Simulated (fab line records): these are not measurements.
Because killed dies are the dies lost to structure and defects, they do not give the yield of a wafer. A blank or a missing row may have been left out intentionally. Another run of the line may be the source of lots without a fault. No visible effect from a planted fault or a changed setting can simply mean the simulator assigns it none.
Chamber matching + flow sky130 + SKY_VIA2_CMP_02 on cmp-01: 4 sister chambers
The step polishes SiO2. 8 wafers are shown with their chamber, then 8 later ones without.

== EACH WAFER AND ITS CHAMBER ==
| wafer  | chamber | motor current A (A) | platen rpm (rpm) |
|--------|---------|---------------------|------------------|
| L574.2 | 2       | 11.7                | 59.99            |
| L575.3 | 0       | 15.1                | 59.99            |
| L575.4 | 3       | 12.8                | 60.01            |
| L575.6 | 1       | 11.4                | 60.05            |
| L576.1 | 1       | 11.1                | 60.02            |
| L576.3 | 0       | 14.6                | 60.00            |
| L576.4 | 2       | 11.6                | 60.05            |
| L577.1 | 3       | 12.9                | 60.05            |

== WAFERS WITHOUT THEIR CHAMBER ==
| wafer  | motor current A (A) | platen rpm (rpm) |
|--------|---------------------|------------------|
| L577.3 | 14.9                | 60.01            |
| L577.5 | 12.3                | 59.98            |
| L588.1 | 14.5                | 60.01            |
| L588.5 | 12.3                | 59.93            |
| L588.6 | 12.9                | 59.95            |
| L590.2 | 12.5                | 60.02            |
| L590.4 | 11.5                | 60.04            |
| L590.5 | 11.2                | 60.04            |

== WHICH CHAMBER EACH ONE RAN IN ==
| wafer  | from the rows above          | in truth |
|--------|------------------------------|----------|
| L577.3 | 0                            | 0        |
| L577.5 | can't be placed: 3 or 2      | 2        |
| L588.1 | 0                            | 0        |
| L588.5 | can't be placed: 3 or 2 or 1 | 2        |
| L588.6 | 3                            | 3        |
| L590.2 | 3                            | 3        |
| L590.4 | can't be placed: 2 or 1      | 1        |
| L590.5 | can't be placed: 1 or 2      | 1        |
Placed correctly: 4 of 8. Can't be placed from these rows: 4 (the true chamber is among the candidates in 4). Number placed wrongly: 0.
How it was worked out, from the rows above alone: a wafer's distance from a chamber is the root of the sum, over the readings, of the square of ((its reading less the chamber's mean) divided by the reading's scatter). If the next closest chamber is less than 2 further off than the closest, the wafer can't be placed; otherwise it belongs to the closest. For every chamber, the mean is computed from those of its wafers that are shown. The scatter: the root of (the sum of the squares of (reading less its chamber's mean) over the shown wafers, divided by (wafers less chambers)).
